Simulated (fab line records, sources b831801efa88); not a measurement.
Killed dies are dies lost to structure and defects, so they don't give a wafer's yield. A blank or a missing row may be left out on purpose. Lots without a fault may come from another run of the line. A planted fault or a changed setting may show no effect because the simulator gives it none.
fab line records | flow gf180mcu
record lots=24 wafers=72 last_day=34
route steps=602 shown M3@426 M4@471 V5@555 TOP_METAL@583
lots that met no fault: from a run of the same line without faults
start_h: hours from the record's first day to the start of the lot's first wafer shown | wait_h: hours since the lot's step before | " the same as in the row above | L1.1+2: a row that stands for several wafers | - no value, or no start given | * or withheld: withheld | < > ~ a bound
route shown NAME@n: a module of which the file shows steps, and the number in the route of the first | usual: mean/standard deviation of fault-free wafers | same: alike in all rows | chamber/n: place in a boat | sites: the reading at each site | _std_site: their standard deviation | _edge_site: outer sites' mean less inner sites' | radius_mm: how far each site lies from the wafer's centre | mask NAME#n: copy n | behind: the tool/chamber that last shaped the wafer | hold: why the lot was held/for how many hours/how that ended | device: the transistor (n, p or np) that didn't switch | end of line: the same wafers' tests at the end of the route | a step without rows: its recipe alone | killed: dies lost to structure and defects at the first sort, not the wafer's yield | map: a wafer's dies, x killed, . not, _ none there
set.NAME: the setting as run; set.NAME@STEP: as run at that earlier step | model.NAME: the simulator's own value behind a step, which no gauge read
steps of the route over a sample of lots; a table a step, a row a wafer
services: from which hour (start_h, from the record's first day; less than 0 if before it) a tool's chamber was out of use, for how many hours, and why
## steps
# step GF_M3_STRIP_17
# recipe chemistry=O2/N2 power_w=1400 pressure_mtorr=1500 platen_temp_c=250 o2_flow_sccm=3000 n2_flow_sccm=300 overash_fraction=0.5
# usual drypump_motor_current_A=5.9/0.4 heater_power_w=324/20 oes_product_au=0.557/0.0049 strip_time_to_endpoint_s=7.86/0.035
# columns lot.wafer tool chamber start_h wait_h drypump_motor_current_A heater_power_w oes_product_au rf_hours_counter_h strip_time_to_endpoint_s
L074.1 plasma_asher-04 0 501.96 0.1 6.1 328 0.556 8 7.92
L074.4 " 0 " " 6.1 320 0.553 - 7.90
L074.5 " 1 " " 5.1 289 0.557 - 7.88
L075.2 plasma_asher-04 1 514.45 0.1 5.1 286 0.557 9 7.92
L075.3 " 0 " " 6.1 327 0.562 - 7.91
L075.6 " 1 " " 5.1 290 0.562 - 7.92
L076.1 plasma_asher-04 1 518.87 0.1 5.1 288 0.553 10 7.83
L076.5 " 0 " " 6.1 323 0.560 - 7.84
L076.6 " 1 " " 5.1 290 0.549 - 7.80
L077.1 plasma_asher-03 1 523.61 0.1 6.0 316 0.557 80 7.83
L077.3 " 1 " " 6.0 330 0.550 - 7.81
L077.6 " 0 " " 6.5 339 0.561 - 7.81
L079.2 plasma_asher-03 0 529.55 0.1 6.5 332 0.556 81 7.80
L079.4 " 1 " " 6.0 316 0.548 - 7.78
L079.5 " 0 " " 6.5 337 0.555 - 7.82
L078.1 plasma_asher-02 0 533.20 0.1 6.0 307 0.557 39 7.81
L078.4 " 1 " " 5.7 355 0.557 - 7.88
L078.6 " 1 " " 5.7 351 0.556 - 7.85
L080.3 plasma_asher-04 0 544.48 0.1 6.1 326 0.553 - 7.83
L080.5 " 0 " " 6.2 329 0.554 - 7.85
L080.6 " 1 " " 5.1 296 0.563 - 7.92
L081.3 plasma_asher-02 0 553.55 0.1 6.0 301 0.548 - 7.85
L081.4 " 1 " " 5.7 355 0.558 - 7.89
L081.5 " 1 " " 5.7 351 0.557 - 7.84
L082.2 plasma_asher-03 0 559.40 0.1 6.5 345 0.557 84 7.95
L082.4 " 1 " " 6.0 323 0.560 - 7.85
L082.6 " 1 " " 6.0 322 0.559 - 7.89
L083.2 plasma_asher-02 1 562.82 0.1 5.7 345 0.553 43 7.89
L083.3 " 1 " " 5.7 359 0.556 - 7.84
L083.5 " 1 " " 5.7 352 0.557 - 7.87
L084.2 plasma_asher-03 1 579.36 0.1 6.0 328 0.558 86 7.88
L084.3 " 1 " " 6.0 322 0.558 - 7.89
L084.4 " 0 " " 6.5 343 0.559 - 7.84
L085.1 plasma_asher-02 0 587.16 0.1 6.0 308 0.561 45 7.86
L085.3 " 1 " " 5.7 348 0.566 - 7.89
L085.6 " 1 " " 5.7 341 0.557 - 7.85
L086.3 plasma_asher-02 0 594.75 0.1 6.0 316 0.556 - 7.82
L086.4 " 1 " " 5.7 346 0.552 - 7.86
L086.5 " 1 " " 5.7 349 0.546 - 7.84
L087.1 plasma_asher-04 1 600.72 0.1 5.1 287 0.561 18 7.88
L087.4 " 1 " " 5.1 290 0.550 - 7.82
L087.5 " 0 " " 6.1 331 0.560 - 7.85
L088.1 plasma_asher-02 1 605.10 0.1 5.7 349 0.549 47 7.88
L088.3 " 1 " " 5.7 345 0.562 - 7.89
L088.6 " 0 " " 6.0 312 0.564 - 7.87
L089.1 plasma_asher-02 0 617.12 0.1 6.0 299 0.563 48 7.88
L089.5 " 1 " " 5.7 349 0.569 - 7.92
L089.6 " 0 " " 6.0 319 0.561 - 7.87
L090.1 plasma_asher-02 1 620.67 0.1 5.7 349 0.568 49 7.88
L090.5 " 0 " " 6.0 304 0.560 - 7.87
L090.6 " 1 " " 5.7 357 0.559 - 7.91
L091.2 plasma_asher-04 1 630.76 0.1 5.1 287 0.555 21 7.86
L091.3 " 1 " " 5.1 295 0.559 - 7.81
L091.5 " 1 " " 5.1 293 0.564 - 7.86
L092.2 plasma_asher-03 0 631.46 0.1 6.5 338 0.554 92 7.85
L092.4 " 1 " " 6.0 322 0.552 - 7.81
L092.6 " 1 " " 6.0 322 0.556 - 7.87
L093.1 plasma_asher-03 0 645.08 0.1 6.5 340 0.560 94 7.80
L093.2 " 1 " " 6.0 330 0.554 94 7.85
L093.4 " 1 " " 6.0 324 0.555 - 7.79
L094.1 plasma_asher-03 1 647.85 0.1 6.1 324 0.552 94 7.86
L094.5 " 0 " " 6.5 334 0.561 - 7.84
L094.6 " 1 " " 6.0 329 0.555 - 7.85
L095.1 plasma_asher-02 1 661.62 0.1 5.7 353 0.561 53 7.85
L095.5 " 0 " " 6.0 300 0.548 - 7.81
L095.6 " 1 " " 5.7 358 0.555 - 7.90
L096.2 plasma_asher-03 1 663.27 0.1 6.0 327 0.553 96 7.81
L096.3 " 0 " " 6.4 341 0.549 - 7.89
L096.4 " 1 " " 6.0 333 0.566 - 7.84
L097.1 plasma_asher-04 0 668.07 0.1 6.1 330 0.553 25 7.80
L097.4 " 0 " " 6.1 331 0.556 - 7.83
L097.5 " 0 " " 6.1 333 0.556 - 7.82
# step GF_M4_OVL_MEAS_15
# usual M4_OVL=3/6.6
# columns lot.wafer tool chamber start_h wait_h M4_OVL[nm]
L074.1 overlay-02 - 551.61 0.1 -3
L074.4 " - " " 9
L074.5 " - " " 2
L075.2 overlay-02 - 563.02 0.1 5
L075.3 " - " " -6
L075.6 " - " " 6
L076.1 overlay-02 - 567.67 0.1 7
L076.5 " - " " 12
L076.6 " - " " 1
L077.1 overlay-01 - 570.85 0.1 0
L077.3 " - " " 8
L077.6 " - " " 8
L079.2 overlay-02 - 576.81 0.1 14
L079.4 " - " " 1
L079.5 " - " " 4
L078.1 overlay-02 - 581.00 0.1 11
L078.4 " - " " 10
L078.6 " - " " 14
L080.3 overlay-02 - 591.26 0.1 -1
L080.5 " - " " 2
L080.6 " - " " 9
L081.3 overlay-02 - 599.48 0.1 3
L081.4 " - " " -7
L081.5 " - " " 12
L082.2 overlay-01 - 605.08 0.1 0
L082.4 " - " " -4
L082.6 " - " " -1
L083.2 overlay-01 - 608.17 0.1 1
L083.3 " - " " -12
L083.5 " - " " -13
L084.2 overlay-02 - 623.96 0.1 7
L084.3 " - " " -3
L084.4 " - " " 4
L085.1 overlay-01 - 631.81 0.1 -1
L085.3 " - " " 2
L085.6 " - " " 6
L086.3 overlay-02 - 639.95 0.1 -2
L086.4 " - " " -2
L086.5 " - " " 0
L087.1 overlay-01 - 644.08 0.1 7
L087.4 " - " " 9
L087.5 " - " " -7
L088.1 overlay-02 - 647.29 0.1 4
L088.3 " - " " 3
L088.6 " - " " -6
L089.1 overlay-02 - 662.47 0.1 4
L089.5 " - " " -4
L089.6 " - " " -1
L090.1 overlay-02 - 663.31 0.1 -6
L090.5 " - " " -1
L090.6 " - " " 5
L091.2 overlay-02 - 671.81 0.1 1
L091.3 " - " " -3
L091.5 " - " " -5
L092.2 overlay-02 - 672.67 0.1 1
L092.4 " - " " 1
L092.6 " - " " 12
L093.1 overlay-02 - 686.55 0.1 2
L093.2 " - " " 4
L093.4 " - " " 8
L094.1 overlay-01 - 689.82 0.1 4
L094.5 " - " " 5
L094.6 " - " " 13
L095.1 overlay-02 - 702.40 0.1 4
L095.5 " - " " -10
L095.6 " - " " -12
L096.2 overlay-01 - 704.06 0.1 -9
L096.3 " - " " 7
L096.4 " - " " -2
L097.1 overlay-01 - 708.46 0.1 7
L097.4 " - " " 12
L097.5 " - " " 9
# step GF_M4_METAL_ETCH_16
# recipe chemistry=Cl2/BCl3 mask_material=KrF target_depth_nm=627.5 stop_on=SiO2 pressure_mtorr=8 icp_w=800 bias_w=140 Cl2_flow_sccm=80 bcl3_flow_sccm=40 time_s=104.6
# usual bcl3_flow_sccm=39.97/0.12 bias_w=140.1/0.4 drypump_motor_current_A=5.6/0.33 oes_product_au=0.971/0.0068 throttle_valve_pct=28.252/0.01
# columns lot.wafer tool chamber start_h wait_h bcl3_flow_sccm bias_w drypump_motor_current_A oes_product_au rf_hours_counter_h throttle_valve_pct
L074.1 rie_metal-03 1 551.65 0.0 39.98 139.7 5.7 0.978 5 28.263
L074.4 " 0 " " 40.05 139.8 4.8 0.984 - 28.248
L074.5 " 1 " " 39.98 140.4 5.7 0.977 - 28.256
L075.2 rie_metal-01 0 563.05 0.0 40.13 140.1 5.5 0.981 12 28.253
L075.3 " 1 " " 39.82 140.6 5.7 0.972 - 28.256
L075.6 " 0 " " 40.07 139.7 5.5 0.976 - 28.253
L076.1 rie_metal-02 0 567.70 0.0 39.93 140.2 6.0 0.962 2 28.253
L076.5 " 0 " " 39.84 139.7 6.0 0.964 - 28.258
L076.6 " 1 " " 40.07 140.1 5.8 0.957 - 28.258
L077.1 rie_metal-01 1 570.89 0.0 40.05 140.6 5.7 0.968 10 28.260
L077.3 " 0 " " 39.76 140.1 5.5 0.972 - 28.248
L077.6 " 0 " " 40.02 140.5 5.5 0.963 - 28.257
L079.2 rie_metal-03 0 576.84 0.0 39.85 140.0 4.8 0.965 10 28.265
L079.4 " 0 " " 40.00 140.3 4.8 0.959 - 28.255
L079.5 " 1 " " 39.89 140.0 5.6 0.959 - 28.257
L078.1 rie_metal-03 1 581.04 0.0 39.80 140.3 5.7 0.979 6 28.240
L078.4 " 0 " " 40.00 139.5 4.8 0.972 - 28.250
L078.6 " 1 " " 39.85 139.5 5.7 0.968 - 28.249
L080.3 rie_metal-01 0 591.32 0.1 39.85 139.4 5.5 0.971 - 28.250
L080.5 " 1 " " 39.90 140.0 5.7 0.971 - 28.233
L080.6 " 0 " " 40.00 139.8 5.5 0.980 - 28.242
L081.3 rie_metal-01 1 599.54 0.1 39.89 140.5 5.7 0.980 - 28.247
L081.4 " 0 " " 40.09 140.8 5.5 0.975 - 28.249
L081.5 " 0 " " 40.00 140.9 5.5 0.982 - 28.244
L082.2 rie_metal-03 1 605.11 0.0 40.10 140.2 5.6 0.976 7 28.255
L082.4 " 1 " " 40.16 139.6 5.7 0.973 - 28.256
L082.6 " 0 " " 39.96 140.4 4.9 0.975 - 28.239
L083.2 rie_metal-01 0 608.20 0.0 40.12 139.9 5.5 0.974 13 28.239
L083.3 " 1 " " 40.00 140.0 5.7 0.974 - 28.238
L083.5 " 0 " " 39.78 140.1 5.5 0.971 - 28.249
L084.2 rie_metal-03 0 623.99 0.0 39.95 139.6 4.8 0.975 12 28.257
L084.3 " 1 " " 39.81 140.3 5.7 0.974 - 28.251
L084.4 " 0 " " 39.88 140.2 4.8 0.981 - 28.239
L085.1 rie_metal-02 0 631.85 0.0 39.80 139.8 5.9 0.963 4 28.244
L085.3 " 1 " " 39.90 140.8 5.8 0.971 - 28.254
L085.6 " 1 " " 39.62 140.2 5.8 0.965 - 28.263
L086.3 rie_metal-01 0 640.01 0.1 40.16 140.3 5.5 0.978 - 28.248
L086.4 " 1 " " 40.06 140.4 5.7 0.974 - 28.253
L086.5 " 0 " " 40.01 140.5 5.5 0.972 - 28.257
L087.1 rie_metal-01 0 644.12 0.0 39.72 140.5 5.5 0.963 0 28.262
L087.4 " 0 " " 39.99 139.4 5.5 0.969 - 28.256
L087.5 " 1 " " 40.05 140.0 5.7 0.971 - 28.262
L088.1 rie_metal-02 1 647.33 0.0 39.93 138.9 5.8 0.964 3 28.242
L088.3 " 0 " " 39.92 139.9 6.0 0.969 - 28.240
L088.6 " 1 " " 39.70 139.2 5.8 0.969 - 28.254
L089.1 rie_metal-01 0 662.50 0.0 39.93 140.3 5.5 0.982 1 28.240
L089.5 " 0 " " 39.99 139.5 5.5 0.975 - 28.251
L089.6 " 1 " " 40.09 140.2 5.7 0.978 - 28.248
L090.1 rie_metal-02 0 663.35 0.0 39.92 139.3 6.0 0.972 5 28.258
L090.5 " 1 " " 39.91 140.6 5.8 0.965 - 28.245
L090.6 " 0 " " 39.96 140.3 6.0 0.975 - 28.268
L091.2 rie_metal-01 1 671.84 0.0 39.91 140.8 5.7 0.977 13 28.241
L091.3 " 1 " " 39.91 140.6 5.7 0.969 - 28.241
L091.5 " 0 " " 39.91 139.8 5.5 0.963 - 28.242
L092.2 rie_metal-02 1 672.70 0.0 40.25 139.9 5.8 0.963 4 28.261
L092.4 " 0 " " 40.23 139.7 6.0 0.974 - 28.242
L092.6 " 1 " " 40.02 139.8 5.8 0.968 - 28.259
L093.1 rie_metal-03 0 686.59 0.0 39.94 140.6 4.8 0.980 1 28.223
L093.2 " 1 " " 39.96 139.9 5.7 0.973 10 28.239
L093.4 " 1 " " 40.21 140.1 5.7 0.974 - 28.250
L094.1 rie_metal-02 0 689.85 0.0 39.77 140.8 6.0 0.969 5 28.237
L094.5 " 1 " " 39.95 140.4 5.8 0.966 - 28.260
L094.6 " 0 " " 40.01 139.9 6.0 0.963 - 28.249
L095.1 rie_metal-02 0 702.44 0.0 40.22 140.0 6.0 0.970 6 28.266
L095.5 " 1 " " 39.97 140.3 5.8 0.976 - 28.250
L095.6 " 0 " " 39.72 139.9 6.0 0.963 - 28.250
L096.2 rie_metal-02 0 704.09 0.0 39.99 139.8 6.0 0.953 6 28.263
L096.3 " 0 " " 40.10 140.2 6.0 0.954 - 28.249
L096.4 " 1 " " 40.05 139.3 5.8 0.955 - 28.268
L097.1 rie_metal-01 0 708.50 0.0 40.11 140.4 5.5 0.969 3 28.281
L097.4 " 0 " " 40.20 140.0 5.5 0.959 - 28.272
L097.5 " 0 " " 39.96 139.9 5.5 0.974 - 28.252
# step GF_M4_STRIP_17
# recipe chemistry=O2/N2 power_w=1400 pressure_mtorr=1500 platen_temp_c=250 o2_flow_sccm=3000 n2_flow_sccm=300 overash_fraction=0.5
# usual drypump_motor_current_A=5.7/0.32 heater_power_w=321/19 oes_product_au=0.557/0.0045 strip_time_to_endpoint_s=7.86/0.037
# columns lot.wafer tool chamber start_h wait_h drypump_motor_current_A heater_power_w oes_product_au rf_hours_counter_h strip_time_to_endpoint_s
L074.1 plasma_asher-02 1 551.76 0.1 5.6 344 0.557 41 7.87
L074.4 " 1 " " 5.6 345 0.559 - 7.86
L074.5 " 1 " " 5.6 346 0.548 - 7.88
L075.2 plasma_asher-04 1 563.17 0.1 5.1 292 0.563 14 7.84
L075.3 " 1 " " 5.1 294 0.560 - 7.79
L075.6 " 1 " " 5.1 291 0.562 - 7.85
L076.1 plasma_asher-01 0 567.82 0.1 5.9 321 0.562 79 7.84
L076.5 " 0 " " 5.9 323 0.556 - 7.83
L076.6 " 1 " " 5.3 303 0.558 - 7.82
L077.1 plasma_asher-02 1 571.00 0.1 5.7 343 0.554 43 7.87
L077.3 " 0 " " 6.0 313 0.554 - 7.86
L077.6 " 0 " " 6.0 308 0.554 - 7.86
L079.2 plasma_asher-02 0 576.95 0.1 6.0 311 0.558 44 7.88
L079.4 " 1 " " 5.7 350 0.560 - 7.92
L079.5 " 1 " " 5.7 341 0.568 - 7.95
L078.1 plasma_asher-02 0 581.15 0.1 6.0 311 0.557 44 7.88
L078.4 " 0 " " 6.0 306 0.550 - 7.86
L078.6 " 0 " " 6.0 315 0.561 - 7.84
L080.3 plasma_asher-01 0 591.43 0.1 5.9 328 0.567 - 7.85
L080.5 " 0 " " 5.9 328 0.565 - 7.83
L080.6 " 1 " " 5.3 305 0.559 - 7.85
L081.3 plasma_asher-01 0 599.65 0.1 5.9 335 0.548 - 7.82
L081.4 " 1 " " 5.3 312 0.553 - 7.87
L081.5 " 0 " " 5.9 318 0.554 - 7.82
L082.2 plasma_asher-04 1 605.22 0.1 5.1 293 0.553 18 7.93
L082.4 " 1 " " 5.1 286 0.551 - 7.89
L082.6 " 1 " " 5.1 299 0.557 - 7.83
L083.2 plasma_asher-01 1 608.32 0.1 5.3 309 0.554 83 7.84
L083.3 " 0 " " 5.9 333 0.554 - 7.83
L083.5 " 1 " " 5.3 309 0.559 - 7.83
L084.2 plasma_asher-02 0 624.10 0.1 6.0 311 0.558 49 7.79
L084.3 " 0 " " 6.0 306 0.556 - 7.84
L084.4 " 1 " " 5.7 352 0.555 - 7.81
L085.1 plasma_asher-02 1 631.96 0.1 5.7 360 0.553 50 7.83
L085.3 " 1 " " 5.7 350 0.555 - 7.81
L085.6 " 1 " " 5.7 351 0.550 - 7.81
L086.3 plasma_asher-02 0 640.12 0.1 6.0 309 0.561 - 7.92
L086.4 " 1 " " 5.7 346 0.549 - 7.85
L086.5 " 1 " " 5.7 345 0.554 - 7.92
L087.1 plasma_asher-04 1 644.23 0.1 5.1 297 0.557 22 7.90
L087.4 " 0 " " 6.1 332 0.558 - 7.87
L087.5 " 1 " " 5.1 302 0.552 - 7.85
L088.1 plasma_asher-01 1 647.44 0.1 5.3 311 0.557 87 7.84
L088.3 " 1 " " 5.3 312 0.556 - 7.86
L088.6 " 1 " " 5.3 309 0.549 - 7.81
L089.1 plasma_asher-02 0 662.62 0.1 6.0 310 0.556 53 7.83
L089.5 " 1 " " 5.7 356 0.551 - 7.86
L089.6 " 0 " " 6.0 295 0.552 - 7.82
L090.1 plasma_asher-04 1 663.46 0.1 5.1 289 0.563 24 7.88
L090.5 " 1 " " 5.1 295 0.567 - 7.90
L090.6 " 0 " " 6.1 334 0.562 - 7.86
L091.2 plasma_asher-02 1 671.95 0.1 5.7 355 0.556 54 7.84
L091.3 " 0 " " 6.0 306 0.554 - 7.79
L091.5 " 1 " " 5.7 350 0.560 - 7.86
L092.2 plasma_asher-02 0 672.81 0.1 6.0 312 0.558 55 7.90
L092.4 " 0 " " 6.0 317 0.554 - 7.93
L092.6 " 0 " " 6.0 311 0.558 - 7.86
L093.1 plasma_asher-01 1 686.70 0.1 5.3 310 0.551 91 7.84
L093.2 " 0 " " 5.9 329 0.565 91 7.88
L093.4 " 1 " " 5.4 306 0.560 - 7.87
L094.1 plasma_asher-01 0 689.97 0.1 5.9 316 0.554 91 7.82
L094.5 " 1 " " 5.4 301 0.552 - 7.84
L094.6 " 0 " " 5.9 323 0.556 - 7.80
L095.1 plasma_asher-04 1 702.55 0.1 5.1 288 0.549 28 7.85
L095.5 " 1 " " 5.1 300 0.559 - 7.85
L095.6 " 0 " " 6.1 335 0.558 - 7.85
L096.2 plasma_asher-01 1 704.20 0.1 5.3 321 0.554 93 7.86
L096.3 " 0 " " 5.9 330 0.560 - 7.89
L096.4 " 1 " " 5.3 309 0.552 - 7.81
L097.1 plasma_asher-01 0 708.72 0.2 5.9 320 0.558 93 7.89
L097.4 " 1 " " 5.4 316 0.553 - 7.93
L097.5 " 1 " " 5.3 307 0.564 - 7.92
# step GF_V5_OVL_MEAS_15
# usual V5_OVL=3/7.4
# columns lot.wafer tool chamber start_h wait_h V5_OVL[nm]
L074.1 overlay-02 - 640.66 0.1 12
L074.4 " - " " 5
L074.5 " - " " 14
L075.2 overlay-01 - 649.42 0.1 9
L075.3 " - " " 16
L075.6 " - " " 8
L076.1 overlay-01 - 654.70 0.1 6
L076.5 " - " " 2
L076.6 " - " " -1
L077.1 overlay-01 - 659.90 0.1 10
L077.3 " - " " 13
L077.6 " - " " 7
L079.2 overlay-01 - 663.47 0.1 3
L079.4 " - " " -1
L079.5 " - " " 4
L078.1 overlay-01 - 666.86 0.1 -5
L078.4 " - " " -8
L078.6 " - " " -4
L080.3 overlay-02 - 676.61 0.1 2
L080.5 " - " " 3
L080.6 " - " " 3
L081.3 overlay-02 - 685.98 0.1 -11
L081.4 " - " " -8
L081.5 " - " " -11
L082.2 overlay-02 - 687.52 0.1 13
L082.4 " - " " 9
L082.6 " - " " 8
L083.2 overlay-02 - 690.91 0.1 5
L083.3 " - " " 11
L083.5 " - " " 8
L084.2 overlay-02 - 706.36 0.1 8
L084.3 " - " " 16
L084.4 " - " " 13
L085.1 overlay-02 - 713.65 0.1 -4
L085.3 " - " " -8
L085.6 " - " " -9
L086.3 overlay-01 - 721.26 0.1 10
L086.4 " - " " 15
L086.5 " - " " 9
L087.1 overlay-02 - 724.40 0.1 15
L087.4 " - " " 11
L087.5 " - " " 8
L088.1 overlay-02 - 727.91 0.1 -6
L088.3 " - " " -8
L088.6 " - " " 1
L089.1 overlay-02 - 741.37 0.1 -9
L089.5 " - " " -5
L089.6 " - " " -12
L090.1 overlay-01 - 742.60 0.1 6
L090.5 " - " " 6
L090.6 " - " " 6
L091.2 overlay-01 - 750.42 0.1 1
L091.3 " - " " 5
L091.5 " - " " 2
L092.2 overlay-02 - 750.60 0.1 3
L092.4 " - " " 8
L092.6 " - " " 6
L093.1 overlay-01 - 761.67 0.1 -1
L093.2 " - " " 0
L093.4 " - " " 2
L094.1 overlay-02 - 765.26 0.1 7
L094.5 " - " " 5
L094.6 " - " " 7
L095.1 overlay-01 - 773.96 0.1 6
L095.5 " - " " 4
L095.6 " - " " -5
L096.2 overlay-01 - 778.55 0.1 0
L096.3 " - " " -3
L096.4 " - " " -6
L097.1 overlay-01 - 780.62 0.1 -5
L097.4 " - " " -1
L097.5 " - " " -1
# step GF_TOP_METAL_METAL_ETCH_16
# recipe chemistry=Cl2/BCl3 mask_material=NOVOLAK target_depth_nm=1077.5 stop_on=SiO2 pressure_mtorr=8 icp_w=800 bias_w=140 Cl2_flow_sccm=80 bcl3_flow_sccm=40 time_s=179.6
# usual bcl3_flow_sccm=40.02/0.11 bias_w=139.9/0.43 drypump_motor_current_A=5.4/0.36 oes_product_au=0.966/0.007 throttle_valve_pct=28.255/0.011
# columns lot.wafer tool chamber start_h wait_h bcl3_flow_sccm bias_w drypump_motor_current_A oes_product_au rf_hours_counter_h throttle_valve_pct
L074.1 rie_metal-03 0 663.00 0.0 40.08 140.2 4.8 0.984 0 28.247
L074.4 " 0 " " 40.18 139.4 4.8 0.973 - 28.245
L074.5 " 1 " " 40.00 140.6 5.6 0.976 - 28.256
L075.2 rie_metal-03 0 671.15 0.0 39.90 139.9 4.8 0.961 1 28.248
L075.3 " 1 " " 39.89 139.6 5.7 0.962 - 28.262
L075.6 " 0 " " 40.05 139.5 4.8 0.958 - 28.246
L076.1 rie_metal-04 0 676.10 0.0 39.97 140.1 5.7 0.965 8 28.248
L076.5 " 0 " " 39.87 139.3 5.7 0.958 - 28.251
L076.6 " 0 " " 39.91 139.9 5.7 0.968 - 28.258
L077.1 rie_metal-01 0 680.57 0.0 39.89 140.0 5.5 0.964 1 28.243
L077.3 " 1 " " 39.89 141.0 5.7 0.960 - 28.262
L077.6 " 0 " " 40.11 139.5 5.5 0.967 - 28.253
L079.2 rie_metal-03 0 684.85 0.0 40.07 140.5 4.8 0.966 1 28.258
L079.4 " 1 " " 40.19 139.7 5.7 0.958 - 28.274
L079.5 " 1 " " 40.00 140.5 5.7 0.969 - 28.257
L078.1 rie_metal-01 0 688.05 0.0 39.96 140.2 5.5 0.963 2 28.241
L078.4 " 0 " " 39.95 139.3 5.5 0.979 - 28.247
L078.6 " 0 " " 40.21 139.5 5.5 0.973 - 28.240
L080.3 rie_metal-03 0 696.91 0.1 39.82 139.5 4.8 0.968 - 28.240
L080.5 " 0 " " 39.93 140.1 4.8 0.973 - 28.239
L080.6 " 1 " " 40.09 139.2 5.7 0.970 - 28.247
L081.3 rie_metal-03 0 706.46 0.1 39.86 140.0 4.9 0.965 - 28.258
L081.4 " 1 " " 40.02 140.1 5.7 0.968 - 28.254
L081.5 " 1 " " 40.00 140.3 5.7 0.962 - 28.281
L082.2 rie_metal-01 0 707.71 0.1 40.04 139.5 5.5 0.959 - 28.251
L082.4 " 0 " " 40.07 140.2 5.5 0.958 - 28.250
L082.6 " 0 " " 40.07 139.4 5.5 0.968 - 28.243
L083.2 rie_metal-01 0 711.41 0.1 40.16 139.7 5.5 0.964 - 28.251
L083.3 " 0 " " 39.99 140.4 5.5 0.966 - 28.253
L083.5 " 0 " " 40.00 140.0 5.5 0.971 - 28.251
L084.2 rie_metal-04 0 726.00 0.0 39.86 139.4 5.7 0.971 10 28.248
L084.3 " 0 " " 39.90 139.3 5.7 0.971 - 28.256
L084.4 " 1 " " 39.94 139.3 6.1 0.975 - 28.259
L085.1 rie_metal-03 0 732.85 0.0 39.91 138.7 4.8 0.973 3 28.260
L085.3 " 0 " " 40.11 139.4 4.8 0.970 - 28.237
L085.6 " 0 " " 39.95 139.4 4.8 0.968 - 28.259
L086.3 rie_metal-01 0 739.81 0.1 39.97 140.5 5.5 0.969 - 28.266
L086.4 " 1 " " 40.17 139.7 5.7 0.959 - 28.270
L086.5 " 0 " " 39.97 139.4 5.5 0.984 - 28.255
L087.1 rie_metal-03 1 743.05 0.0 40.10 140.0 5.7 0.969 12 28.240
L087.4 " 0 " " 40.04 139.0 4.8 0.980 - 28.229
L087.5 " 0 " " 40.06 140.2 4.9 0.977 - 28.259
L088.1 rie_metal-01 0 746.60 0.0 39.82 140.4 5.5 0.972 6 28.238
L088.3 " 0 " " 39.79 140.4 5.5 0.969 - 28.251
L088.6 " 1 " " 40.04 140.3 5.7 0.965 - 28.260
L089.1 rie_metal-01 0 760.10 0.0 39.95 139.4 5.5 0.950 7 28.269
L089.5 " 0 " " 40.17 140.1 5.5 0.960 - 28.273
L089.6 " 0 " " 40.10 140.0 5.5 0.949 - 28.278
L090.1 rie_metal-03 0 761.00 0.0 39.92 140.3 4.9 0.965 5 28.241
L090.5 " 1 " " 39.91 140.4 5.6 0.960 - 28.252
L090.6 " 0 " " 39.86 140.5 4.8 0.962 - 28.257
L091.2 rie_metal-01 0 767.95 0.1 40.04 139.6 5.5 0.959 - 28.243
L091.3 " 0 " " 40.34 139.8 5.5 0.972 - 28.238
L091.5 " 0 " " 40.16 139.8 5.5 0.969 - 28.263
L092.2 rie_metal-03 0 768.65 0.0 39.98 139.4 4.9 0.959 5 28.271
L092.4 " 0 " " 40.20 139.9 4.8 0.956 - 28.248
L092.6 " 1 " " 40.15 140.1 5.7 0.962 - 28.263
L093.1 rie_metal-04 0 779.65 0.0 39.91 140.2 5.7 0.969 12 28.229
L093.2 " 0 " " 39.99 139.4 5.7 0.965 - 28.263
L093.4 " 0 " " 40.06 140.2 5.7 0.966 - 28.247
L094.1 rie_metal-04 0 782.40 0.0 39.97 139.6 5.7 0.979 13 28.249
L094.5 " 0 " " 40.05 139.6 5.7 0.975 - 28.264
L094.6 " 0 " " 39.85 139.6 5.7 0.980 - 28.233
L095.1 rie_metal-04 0 791.85 0.0 40.04 140.1 5.7 0.966 14 28.257
L095.5 " 0 " " 39.92 139.9 5.7 0.967 - 28.248
L095.6 " 1 " " 40.12 139.0 6.1 0.961 - 28.247
L096.2 rie_metal-01 1 794.90 0.0 39.97 140.2 5.8 0.978 3 28.226
L096.3 " 0 " " 40.14 140.0 5.5 0.966 - 28.269
L096.4 " 1 " " 40.01 140.0 5.7 0.970 - 28.241
L097.1 rie_metal-03 1 797.55 0.0 39.94 139.9 5.7 0.962 14 28.260
L097.4 " 0 " " 40.06 139.4 4.8 0.957 - 28.258
L097.5 " 0 " " 40.13 139.5 4.8 0.968 - 28.264
## services
# columns tool chamber start_h hours kind
plasma_asher-02 - 478.88 2.8 pm
plasma_asher-02 - 484.06 7.2 repair
rie_metal-03 - 502.53 0.2 repair
rie_metal-02 0 506.57 2.3 repair
rie_metal-02 - 508.92 14.6 pm
rie_metal-03 - 511.24 14.6 pm
rie_metal-01 - 538.47 0.1 repair
rie_metal-03 - 549.36 1.4 pm
plasma_asher-02 - 559.90 0.9 repair
rie_metal-02 - 561.09 2.8 pm
rie_metal-01 - 584.92 0.9 repair
rie_metal-01 - 600.49 2.8 pm
plasma_asher-01 - 622.79 4.3 pm
plasma_asher-04 - 689.51 2.8 pm
rie_metal-01 1 707.39 9.8 repair
rie_metal-03 0 711.61 4.4 repair
plasma_asher-01 - 721.32 2.0 repair
rie_metal-03 1 724.75 12.5 repair
plasma_asher-01 - 733.78 9.0 pm
rie_metal-01 1 750.79 17.5 repair
plasma_asher-01 - 766.53 3.3 pm
rie_metal-03 - 769.16 24.4 repair
rie_metal-01 - 778.81 0.1 repair
plasma_asher-02 - 788.86 1.3 repair
## key
fault none
